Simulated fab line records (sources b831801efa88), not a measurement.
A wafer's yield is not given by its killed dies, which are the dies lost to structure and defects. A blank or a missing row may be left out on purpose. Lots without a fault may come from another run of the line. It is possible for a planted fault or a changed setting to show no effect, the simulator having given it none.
Which tool did it?    flow sky130    Sampling: 24 lots, 72 wafers, 4 of 708 route steps

## WHAT EACH GAUGE READ, for each wafer
SKY_VIA2_CD_MEAS_12: the cd target is 200 nm. Usual: 200.3 nm for cd-nm, sd 1.2.
lot   measured      on         cd-nm (nm)         flag
L074  day 37 01:05  cd-sem-01  197.9 198.7 199.4  
L076  day 37 09:16  cd-sem-02  197.7 197.9 197.4  
L075  day 37 13:49  cd-sem-01  200.4 199.3 199.6  
L077  day 37 17:47  cd-sem-02  199.6 200.8 200.3  
L078  day 38 02:39  cd-sem-01  200.0 200.4 200.6  
L079  day 38 05:59  cd-sem-02  201.7 200.6 200.8  
L080  day 38 09:57  cd-sem-02  199.6 198.5 200.5  
L081  day 39 00:48  cd-sem-02  200.3 200.4 200.0  
L083  day 39 08:02  cd-sem-01  201.0 201.8 201.2  
L082  day 39 10:12  cd-sem-02  201.9 202.2 203.1  
L084  day 39 17:30  cd-sem-01  201.9 201.0 200.6  
L085  day 39 19:16  cd-sem-01  199.9 199.9 200.5  
L086  day 40 12:17  cd-sem-02  201.9 200.7 200.7  
L087  day 40 21:54  cd-sem-02  199.8 201.3 201.0  
L088  day 41 04:37  cd-sem-01  201.0 200.8 202.0  
L089  day 41 08:01  cd-sem-01  198.7 199.2 200.6  
L090  day 41 09:29  cd-sem-02  202.1 200.7 200.7  
L091  day 41 19:33  cd-sem-02  197.6 200.0 199.3  
L092  day 42 04:48  cd-sem-02  199.4 199.4 198.9  
L093  day 42 14:07  cd-sem-02  198.4 200.4 199.0  
L094  day 42 18:56  cd-sem-02  199.3 198.2 201.4  
L095  day 42 22:23  cd-sem-01  202.4 200.4 201.4  
L096  day 43 02:23  cd-sem-02  202.3 201.3 201.7  
L097  day 43 04:18  cd-sem-01  199.7 201.2 199.7  

## WHICH TOOL RAN EACH LOT (tool, then ch and the chambers of the sampled wafers, then the start)
lot   SKY_METAL2_SPUTTER_01         SKY_METAL2_ETCH_18                 SKY_METAL2_METAL_ETCH_19
L074  pvd-sputter-04, day 34 18:55  rie-metal-02 ch 1, day 35 21:39    rie-metal-02 ch 1, day 35 21:47
L076  pvd-sputter-04, day 35 02:28  rie-metal-02 ch 1, day 36 05:31    rie-metal-02 ch 1, day 36 05:38
L075  pvd-sputter-01, day 35 08:11  rie-metal-04 ch 0,1, day 36 10:41  rie-metal-04 ch 0,1, day 36 10:45
L077  pvd-sputter-01, day 35 12:51  rie-metal-04 ch 0,1, day 36 14:35  rie-metal-04 ch 0,1, day 36 14:40
L078  pvd-sputter-04, day 35 21:32  rie-metal-04 ch 0,1, day 36 23:31  rie-metal-04 ch 0,1, day 36 23:37
L079  pvd-sputter-04, day 35 23:10  rie-metal-02 ch 0,1, day 37 02:13  rie-metal-02 ch 0,1, day 37 02:17
L080  pvd-sputter-04, day 36 04:46  rie-metal-04 ch 0,1, day 37 07:03  rie-metal-04 ch 0,1, day 37 07:08
L081  pvd-sputter-04, day 36 19:37  rie-metal-04 ch 0, day 37 22:25    rie-metal-04 ch 0, day 37 22:29
L083  pvd-sputter-01, day 37 03:56  rie-metal-02 ch 0,1, day 38 06:31  rie-metal-02 ch 0,1, day 38 06:35
L082  pvd-sputter-01, day 37 05:30  rie-metal-02 ch 0,1, day 38 07:22  rie-metal-02 ch 0,1, day 38 07:26
L084  pvd-sputter-01, day 37 12:32  rie-metal-04 ch 0, day 38 14:25    rie-metal-04 ch 0, day 38 14:32
L085  pvd-sputter-04, day 37 14:34  rie-metal-01 ch 0,1, day 38 16:11  rie-metal-01 ch 0,1, day 38 16:15
L086  pvd-sputter-04, day 38 08:00  rie-metal-01 ch 0,1, day 39 10:04  rie-metal-01 ch 0,1, day 39 10:08
L087  pvd-sputter-04, day 38 18:31  rie-metal-04 ch 0,1, day 39 20:23  rie-metal-04 ch 0,1, day 39 20:27
L088  pvd-sputter-04, day 39 01:02  rie-metal-02 ch 1, day 40 02:43    rie-metal-02 ch 1, day 40 02:47
L089  pvd-sputter-01, day 39 05:31  rie-metal-01 ch 0,1, day 40 06:44  rie-metal-01 ch 0,1, day 40 06:49
L090  pvd-sputter-01, day 39 06:14  rie-metal-01 ch 0,1, day 40 07:49  rie-metal-01 ch 0,1, day 40 07:53
L091  pvd-sputter-01, day 39 17:05  rie-metal-04 ch 0,1, day 40 18:29  rie-metal-04 ch 0,1, day 40 18:34
L092  pvd-sputter-01, day 40 02:58  rie-metal-01 ch 0,1, day 41 03:28  rie-metal-01 ch 0,1, day 41 03:32
L093  pvd-sputter-01, day 40 13:15  rie-metal-01 ch 0,1, day 41 13:37  rie-metal-01 ch 0,1, day 41 13:41
L094  pvd-sputter-01, day 40 18:41  rie-metal-04 ch 0, day 41 18:43    rie-metal-04 ch 0, day 41 18:47
L095  pvd-sputter-04, day 40 20:50  rie-metal-04 ch 0,1, day 41 20:55  rie-metal-04 ch 0,1, day 41 20:59
L096  pvd-sputter-04, day 41 01:31  rie-metal-01 ch 0,1, day 42 02:01  rie-metal-01 ch 0,1, day 42 02:05
L097  pvd-sputter-04, day 41 02:56  rie-metal-02 ch 0,1, day 42 03:28  rie-metal-02 ch 0,1, day 42 03:32
- SKY_METAL2_SPUTTER_01: material TiN, target thk 20 nm, time 16.7 s.
- SKY_METAL2_ETCH_18: etches BARC in N2/H2, stops on SiO2, time 45.9 s, target depth 60 nm.
- SKY_METAL2_METAL_ETCH_19: etches the open film in Cl2/BCl3, stops on SiO2, target depth 360 nm, time 78 s.

## WHAT THE TOOLS THEMSELVES READ (means of the sampled wafers that have a number; where no wafer has one, the mark that the record gives instead)
SKY_METAL2_SPUTTER_01. Usual: 30.3 % for throttle-valve-pct, sd 1.1.
lot   tool            throttle-valve-pct (%)  flag
L074  pvd-sputter-04  30.8                    
L076  pvd-sputter-04  30.9                    
L075  pvd-sputter-01  29.5                    
L077  pvd-sputter-01  29.6                    
L078  pvd-sputter-04  29.8                    
L079  pvd-sputter-04  30.2                    
L080  pvd-sputter-04  30.8                    
L081  pvd-sputter-04  30.6                    
L083  pvd-sputter-01  30.2                    
L082  pvd-sputter-01  29.2                    
L084  pvd-sputter-01  30.6                    
L085  pvd-sputter-04  30.3                    
L086  pvd-sputter-04  31.3                    
L087  pvd-sputter-04  29.6                    
L088  pvd-sputter-04  31.2                    
L089  pvd-sputter-01  30.4                    
L090  pvd-sputter-01  30.2                    
L091  pvd-sputter-01  29.9                    
L092  pvd-sputter-01  30.4                    
L093  pvd-sputter-01  30.1                    
L094  pvd-sputter-01  30.2                    
L095  pvd-sputter-04  31.2                    
L096  pvd-sputter-04  30.3                    
L097  pvd-sputter-04  31.6                    

SKY_METAL2_ETCH_18. Usual: drypump-motor-current-A 5.4 A, standard deviation 0.54; he-backside-leak-sccm 3.18 sccm, standard deviation 0.15; oes-product-au 0.854 a.u., standard deviation 0.0047; throttle-valve-pct 13.225 %, standard deviation 0.0094.
lot   tool          drypump-motor-current-A (A)  he-backside-leak-sccm (sccm)  oes-product-au (a.u.)  throttle-valve-pct (%)  flag
L074  rie-metal-02  4.7                          3.09                          0.852                  13.232                  
L076  rie-metal-02  4.7                          3.24                          0.853                  13.230                  
L075  rie-metal-04  5.7                          3.12                          0.856                  13.226                  
L077  rie-metal-04  5.7                          3.25                          0.854                  13.220                  
L078  rie-metal-04  5.7                          3.15                          0.853                  13.225                  
L079  rie-metal-02  5.1                          3.19                          0.847                  13.216                  
L080  rie-metal-04  5.7                          3.23                          0.856                  13.227                  
L081  rie-metal-04  6.1                          3.05                          0.857                  13.227                  
L083  rie-metal-02  5.5                          3.27                          0.858                  13.226                  
L082  rie-metal-02  5.1                          3.20                          0.860                  13.230                  
L084  rie-metal-04  6.1                          3.10                          0.853                  13.236                  
L085  rie-metal-01  5.4                          3.28                          0.855                  13.231                  
L086  rie-metal-01  5.4                          3.02                          0.855                  13.218                  
L087  rie-metal-04  5.4                          3.19                          0.853                  13.219                  
L088  rie-metal-02  4.7                          3.11                          0.851                  13.219                  
L089  rie-metal-01  5.4                          3.20                          0.855                  13.216                  
L090  rie-metal-01  5.3                          3.18                          0.855                  13.212                  
L091  rie-metal-04  5.4                          3.12                          0.858                  13.223                  
L092  rie-metal-01  5.4                          3.40                          0.853                  13.227                  
L093  rie-metal-01  5.3                          3.47                          0.855                  13.222                  
L094  rie-metal-04  6.1                          3.09                          0.855                  13.236                  
L095  rie-metal-04  5.7                          3.33                          0.854                  13.232                  
L096  rie-metal-01  5.4                          3.11                          0.856                  13.224                  
L097  rie-metal-02  5.6                          3.29                          0.855                  13.220                  

SKY_METAL2_METAL_ETCH_19. Usual: drypump-motor-current-A 5.4 A, standard deviation 0.53; he-backside-leak-sccm 3.20 sccm, standard deviation 0.15; oes-product-au 0.855 a.u., standard deviation 0.0056; throttle-valve-pct 22.264 %, standard deviation 0.009.
lot   tool          drypump-motor-current-A (A)  he-backside-leak-sccm (sccm)  oes-product-au (a.u.)  throttle-valve-pct (%)  flag
L074  rie-metal-02  4.7                          3.07                          0.860                  22.262                  
L076  rie-metal-02  4.7                          3.01                          0.856                  22.262                  
L075  rie-metal-04  5.7                          3.13                          0.853                  22.265                  
L077  rie-metal-04  5.7                          3.14                          0.857                  22.255                  
L078  rie-metal-04  5.8                          3.10                          0.857                  22.263                  
L079  rie-metal-02  5.1                          3.28                          0.856                  22.264                  
L080  rie-metal-04  5.7                          3.14                          0.854                  22.266                  
L081  rie-metal-04  6.1                          3.15                          0.848                  22.261                  
L083  rie-metal-02  5.6                          3.13                          0.852                  22.279                  
L082  rie-metal-02  5.1                          3.18                          0.852                  22.266                  
L084  rie-metal-04  6.1                          3.18                          0.860                  22.271                  
L085  rie-metal-01  5.4                          3.38                          0.861                  22.261                  
L086  rie-metal-01  5.4                          3.20                          0.851                  22.258                  
L087  rie-metal-04  5.4                          3.15                          0.864                  22.255                  
L088  rie-metal-02  4.7                          3.25                          0.849                  22.267                  
L089  rie-metal-01  5.4                          3.34                          0.856                  22.264                  
L090  rie-metal-01  5.3                          3.31                          0.860                  22.266                  
L091  rie-metal-04  5.4                          3.18                          0.852                  22.256                  
L092  rie-metal-01  5.4                          3.27                          0.854                  22.267                  
L093  rie-metal-01  5.2                          3.27                          0.853                  22.275                  
L094  rie-metal-04  6.1                          3.16                          0.858                  22.264                  
L095  rie-metal-04  5.7                          3.21                          0.857                  22.264                  
L096  rie-metal-01  5.4                          3.26                          0.854                  22.259                  
L097  rie-metal-02  5.6                          3.24                          0.855                  22.267                  

## THE ANSWER, worked out from the rows above alone
Rule: take the mean of a lot's wafers that have a number; if it is more than 3 standard deviations from the usual mean, the lot is off. A lot without any number at a reading at which 4 lots or more have one is off too. The other lots that the step has rows for count as sound. Order of review: gauges by route order, followed by the tools' own readings, for which a lot's mean as printed above is used. The first step at which some lot is off is used, and at that step the reading that is off furthest; a lot without a number counts as furthest.
None of the lots is off at any reading shown; this tells nothing.

## WHAT HAD BEEN PUT IN BY THE SIMULATOR
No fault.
